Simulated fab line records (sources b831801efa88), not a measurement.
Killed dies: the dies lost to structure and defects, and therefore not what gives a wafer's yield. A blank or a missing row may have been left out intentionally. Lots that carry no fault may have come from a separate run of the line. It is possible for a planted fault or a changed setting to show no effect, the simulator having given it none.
Matching of chambers | flow sky130 | 4 sister chambers for SKY_VIA2_CMP_02 on cmp-01
The step polishes SiO2. 16 wafers are shown with their chamber, then 8 later ones without.

== EACH WAFER AND ITS CHAMBER ==
wafer  | chamber | motorCurrentA (A)
L136.1 | 2       | 12.9
L136.2 | 0       | 11.3
L136.3 | 1       | 12.6
L137.1 | 2       | 13.1
L137.2 | 1       | 12.9
L137.6 | 1       | 11.9
L141.3 | 1       | 12.8
L141.4 | 2       | 12.8
L141.6 | 2       | 12.1
L146.2 | 2       | 13.0
L146.3 | 1       | 12.6
L146.5 | 1       | 13.3
L151.1 | 3       | 12.3
L151.3 | 2       | 12.4
L151.4 | 0       | 11.7
L154.1 | 2       | 12.4

SIGNATURES, as means of the wafers listed above
reading       | chamber 0 | chamber 1 | chamber 2 | chamber 3 | scatter within a chamber
motorCurrentA | 11.500    | 12.683    | 12.671    | 12.300    | 0.406
Rule: distance of a wafer from a chamber = root of the sum over the readings of ((wafer's reading minus chamber's mean) / reading's scatter) squared. The wafer belongs to the nearest chamber; if the next one is less than 2 further off, it can't be placed. How the scatter is found: for the shown wafers, subtract from each reading the mean of its chamber, square and add these, divide the total by (wafers less chambers), then take the root.

== WAFERS WITHOUT THEIR CHAMBER ==
wafer  | motorCurrentA (A)
L154.4 | 13.3
L154.5 | 12.8
L157.1 | 12.7
L157.3 | 12.5
L157.6 | 11.4
L158.1 | 12.1
L158.4 | 12.9
L158.6 | 13.1

== EACH ONE'S CHAMBER ==
wafer  | from the rows above               | in truth
L154.4 | can't be placed: 1 or 2 or 3      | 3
L154.5 | can't be placed: 1 or 2 or 3      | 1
L157.1 | can't be placed: 1 or 2 or 3      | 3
L157.3 | can't be placed: 2 or 1 or 3      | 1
L157.6 | can't be placed: 0 or 3           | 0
L158.1 | can't be placed: 3 or 2 or 1 or 0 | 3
L158.4 | can't be placed: 1 or 2 or 3      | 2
L158.6 | can't be placed: 1 or 2 or 3      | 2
Correct placement for 0 of the 8. Unplaceable from these rows: 8, with the true chamber sitting among the candidates in 8. Wrongly placed: 0.
